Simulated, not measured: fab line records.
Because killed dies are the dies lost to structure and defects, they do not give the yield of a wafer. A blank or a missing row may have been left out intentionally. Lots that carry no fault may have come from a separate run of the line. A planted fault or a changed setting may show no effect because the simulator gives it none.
One fault through the eyes of 2 desks || flow gf180mcu || numbers are kept per desk, each desk with only its own; the story behind them comes last

== THE TOOL OWNER'S DESK: rieMetal-01 ==
The tool's own readings at GF_MIM_METAL_ETCH_19 (etches the open film in Cl2/BCl3, stops on Si3N4, target depth 324.5 nm, time 54.1 s): means of the sampled wafers that have a number, for each lot that ran on this tool. The brackets show how far a lot's mean lies from the usual mean; more than 4 standard deviations puts the lot out of limits, marked OUT.
Columns: A = drypumpMotorCurrentA at GF_MIM_METAL_ETCH_19, usual 5.67 A; B = oesProductAu at GF_MIM_METAL_ETCH_19, usual 0.941 a.u.; C = runLengthS at GF_MIM_METAL_ETCH_19, usual 82.4 s; D = throttleValvePct at GF_MIM_METAL_ETCH_19, usual 28.284 %
{"lot": "L357", "first seen here": "day 25 08:10", "A": 5.74, "B": 0.941, "C": 82.5, "D": 28.279}
{"lot": "L359", "first seen here": "day 26 02:46", "A": 5.85, "B": 0.936, "C": 82.7, "D": 28.288}
{"lot": "L369", "first seen here": "day 29 08:45", "A": 5.83, "B": 0.956, "C": "77.4 (-8.8) OUT", "D": 28.253}
{"lot": "L370", "first seen here": "day 29 14:39", "A": 5.92, "B": "0.990 (+7.6) OUT", "C": "72.4 (-18) OUT", "D": "28.238 (-4.8) OUT"}
This desk finds L369, L370 out of limits, L369 being first, at day 29 08:45 (runLengthS at GF_MIM_METAL_ETCH_19). Within limits: L357, L359.

== METROLOGY DESK ==
What the gauges read for every lot (on any tool): the sampled wafers with a number, averaged. The brackets show how far a lot's mean lies from the usual mean; more than 4 standard deviations puts the lot out of limits, marked OUT.
Columns: A = MIM_ALCU_THK at GF_MIM_THK_MEAS_11, usual 201.6 nm
{"lot": "L357", "first seen here": "day 24 11:02", "A": 202.0}
{"lot": "L358", "first seen here": "day 24 18:52", "A": 198.3}
{"lot": "L359", "first seen here": "day 25 06:04", "A": 203.0}
{"lot": "L361", "first seen here": "day 26 00:55", "A": 202.0}
{"lot": "L368", "first seen here": "day 28 05:48", "A": 205.6}
{"lot": "L369", "first seen here": "day 28 14:02", "A": 200.2}
{"lot": "L370", "first seen here": "day 28 19:31", "A": 203.1}
{"lot": "L375", "first seen here": "day 30 02:17", "A": 198.1}
{"lot": "L376", "first seen here": "day 30 07:22", "A": 203.1}
{"lot": "L377", "first seen here": "day 30 15:26", "A": 202.6}
{"lot": "L380", "first seen here": "day 31 07:37", "A": 205.5}
Result from this desk: across the 11 lots, nothing is out of limits.

== ALL TOGETHER ==
An alarm could have come from the tool owner's desk at day 29 08:45, on L369, L370.
At the metrology desk, nothing out of limits was observed.
The metrology desk has L369, L370 on record, within its limits.
Of the lots named, all ran GF_MIM_METAL_ETCH_19 on rieMetal-01.

== WHAT THE SIMULATOR HAD INSERTED ==
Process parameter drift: rieMetal-01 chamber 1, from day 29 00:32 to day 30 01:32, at GF_MIM_METAL_ETCH_19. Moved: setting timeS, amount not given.
Lots struck among those shown: L369, L370.
Each desk's first reading out of limits, in hours after the fault started: the tool owner's desk, 8.
